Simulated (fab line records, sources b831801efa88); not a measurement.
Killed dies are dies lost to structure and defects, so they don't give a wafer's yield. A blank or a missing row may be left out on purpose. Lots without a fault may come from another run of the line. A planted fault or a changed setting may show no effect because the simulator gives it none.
Split-lot experiment | flow sfq_line | 5 lots, 23 wafers read, on a route of 325 steps

THE SPLIT
At SFQ_TRILAYER_INCOMING_OXIDATION_002 (target thk 500 nm, ox time 4939 s), the setting temp_c was moved away from the recipe's 1000 C on 20 of the 23 wafers read, by -2.9% to +0.8%. The other wafers ran this setting at the recipe's value.

The reading is taken at the split's own step.

THE READING
SiO2_of_TRILAYER_INCOMING_OXIDATION_002.thk_nm (the simulator's own value, which no gauge read), in nm, at SFQ_TRILAYER_INCOMING_OXIDATION_002 (target thk 500 nm, ox time 4939 s). The file gives no usual value for it. The 3 wafers here that ran the recipe average 493.5 nm, standard deviation 1.5 nm.

wafer  | tool, chamber at the split | temp_c as run, C | against the recipe | SiO2_of_TRILAYER_INCOMING_OXIDATION_002.thk_nm, nm | against lot-mates on the recipe
L078.4 | furnace-02, 0              | 1000             | recipe             | 492.2                                              | -
L078.5 | furnace-02, 0              | 1000             | recipe             | 492.6                                              | -
L078.6 | furnace-02, 0              | 1000             | recipe             | 495.6                                              | -
L079.1 | -, -                       | 987.5            | -1.2%              | 453.2                                              | no lot-mate on the recipe
L079.3 | -, -                       | 987.5            | -1.2%              | 456.8                                              | no lot-mate on the recipe
L079.4 | -, -                       | 987.5            | -1.2%              | 466.4                                              | no lot-mate on the recipe
L079.5 | -, -                       | 987.5            | -1.2%              | 460.9                                              | no lot-mate on the recipe
L079.6 | -, -                       | 987.5            | -1.2%              | 462                                                | no lot-mate on the recipe
L080.1 | -, -                       | 1008             | +0.8%              | 519.3                                              | no lot-mate on the recipe
L080.2 | -, -                       | 1008             | +0.8%              | 523.8                                              | no lot-mate on the recipe
L080.3 | -, -                       | 1008             | +0.8%              | 519.8                                              | no lot-mate on the recipe
L080.4 | -, -                       | 1008             | +0.8%              | 526.6                                              | no lot-mate on the recipe
L080.6 | -, -                       | 1008             | +0.8%              | 527                                                | no lot-mate on the recipe
L084.1 | -, -                       | 973.6            | -2.6%              | 397.7                                              | no lot-mate on the recipe
L084.2 | -, -                       | 973.6            | -2.6%              | 396.7                                              | no lot-mate on the recipe
L084.4 | -, -                       | 973.6            | -2.6%              | 401.4                                              | no lot-mate on the recipe
L084.5 | -, -                       | 973.6            | -2.6%              | 403.5                                              | no lot-mate on the recipe
L084.6 | -, -                       | 973.6            | -2.6%              | 407.7                                              | no lot-mate on the recipe
L085.1 | -, -                       | 970.6            | -2.9%              | 408.8                                              | no lot-mate on the recipe
L085.2 | -, -                       | 970.6            | -2.9%              | 411                                                | no lot-mate on the recipe
L085.3 | -, -                       | 970.6            | -2.9%              | 402.4                                              | no lot-mate on the recipe
L085.5 | -, -                       | 970.6            | -2.9%              | 414.4                                              | no lot-mate on the recipe
L085.6 | -, -                       | 970.6            | -2.9%              | 413.4                                              | no lot-mate on the recipe

THE FIT
A straight line over all 23 wafers: SiO2_of_TRILAYER_INCOMING_OXIDATION_002.thk_nm changes by +32.2 nm for each +1% of temp_c; r = +0.99; the points scatter about the line by 7.8 nm.
Too few moved wafers have a lot-mate on the recipe to fit a line with each lot's own level taken away.

THE FILE'S OWN FIT
SiO2_of_TRILAYER_INCOMING_OXIDATION_002.thk_nm changes by +32.2 nm for each +1% of temp_c, r = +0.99.
